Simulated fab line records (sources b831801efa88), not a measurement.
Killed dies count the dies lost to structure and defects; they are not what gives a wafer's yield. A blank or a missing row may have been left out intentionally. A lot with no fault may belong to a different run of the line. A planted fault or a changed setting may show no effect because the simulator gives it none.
Which tool is to blame? / flow gf180mcu / 18 wafers from 6 lots sampled at 4 of the route's 602 steps

== WHAT EACH GAUGE READ, for each wafer ==
GF_M4_OVL_MEAS_15.
lot=L390; measured=day 24 06:59; on=overlay-01; M4_OVL (nm)=-3 -6 7
lot=L393; measured=day 25 18:01; on=overlay-02; M4_OVL (nm)=-4 4 0
lot=L396; measured=day 26 14:05; on=overlay-02; M4_OVL (nm)=-1 6 0
lot=L403; measured=day 28 13:38; on=overlay-02; M4_OVL (nm)=5 1 6
lot=L406; measured=day 29 12:07; on=overlay-01; M4_OVL (nm)=-4 8 10
lot=L410; measured=day 30 19:31; on=overlay-02; M4_OVL (nm)=-5 -5 -3

== TOOL THAT RAN EACH LOT (tool first, then ch and the chambers of the sampled wafers, then the start) ==
lot=L390; GF_M3_SPUTTER_00=pvd-sputter-02, day 21 08:16; GF_M3_METAL_ETCH_16=rie-metal-03 ch 1, day 22 07:49; GF_M4_SPUTTER_04=pvd-sputter-01, day 23 09:40
lot=L393; GF_M3_SPUTTER_00=pvd-sputter-03, day 22 21:20; GF_M3_METAL_ETCH_16=rie-metal-02 ch 1, day 23 20:16; GF_M4_SPUTTER_04=pvd-sputter-04, day 24 21:35
lot=L396; GF_M3_SPUTTER_00=pvd-sputter-02, day 23 17:51; GF_M3_METAL_ETCH_16=rie-metal-03 ch 0,1, day 24 15:46; GF_M4_SPUTTER_04=pvd-sputter-04, day 25 16:11
lot=L403; GF_M3_SPUTTER_00=pvd-sputter-03, day 25 21:52; GF_M3_METAL_ETCH_16=rie-metal-03 ch 0,1, day 26 19:03; GF_M4_SPUTTER_04=pvd-sputter-01, day 27 18:18
lot=L406; GF_M3_SPUTTER_00=pvd-sputter-02, day 26 21:46; GF_M3_METAL_ETCH_16=rie-metal-02 ch 0, day 27 18:27; GF_M4_SPUTTER_04=pvd-sputter-03, day 28 17:30
lot=L410; GF_M3_SPUTTER_00=pvd-sputter-03, day 28 07:42; GF_M3_METAL_ETCH_16=rie-metal-03 ch 0,1, day 29 02:49; GF_M4_SPUTTER_04=pvd-sputter-04, day 30 01:11
- GF_M3_SPUTTER_00: material Ti, target thk 37.5 nm, time 150 s.
- GF_M3_METAL_ETCH_16: etches the open film in Cl2/BCl3, stops on SiO2, target depth 627.5 nm, time 104.6 s.
- GF_M4_SPUTTER_04: material TiN, target thk 50 nm, time 41.7 s.

== THE ANSWER, worked out from the rows above alone ==
Rule: what is usual is taken from the lots themselves. Put in order of their means at a reading, lots are off if they are a third of the lots or fewer, leave a main group of 4 or more, and stand apart from it by a gap of 3 or more times the standard deviation of the main group's means; of several such gaps the widest counts. Not used: any main group whose means are identical at the precision the tables above print for the reading. A lot without any number at a reading at which 4 lots or more have one is off too. Where the step has rows for the other lots, those lots are counted as sound.
No lot is off on any of the readings shown, so nothing can be concluded from this.

== WHAT THE SIMULATOR HAD PUT IN ==
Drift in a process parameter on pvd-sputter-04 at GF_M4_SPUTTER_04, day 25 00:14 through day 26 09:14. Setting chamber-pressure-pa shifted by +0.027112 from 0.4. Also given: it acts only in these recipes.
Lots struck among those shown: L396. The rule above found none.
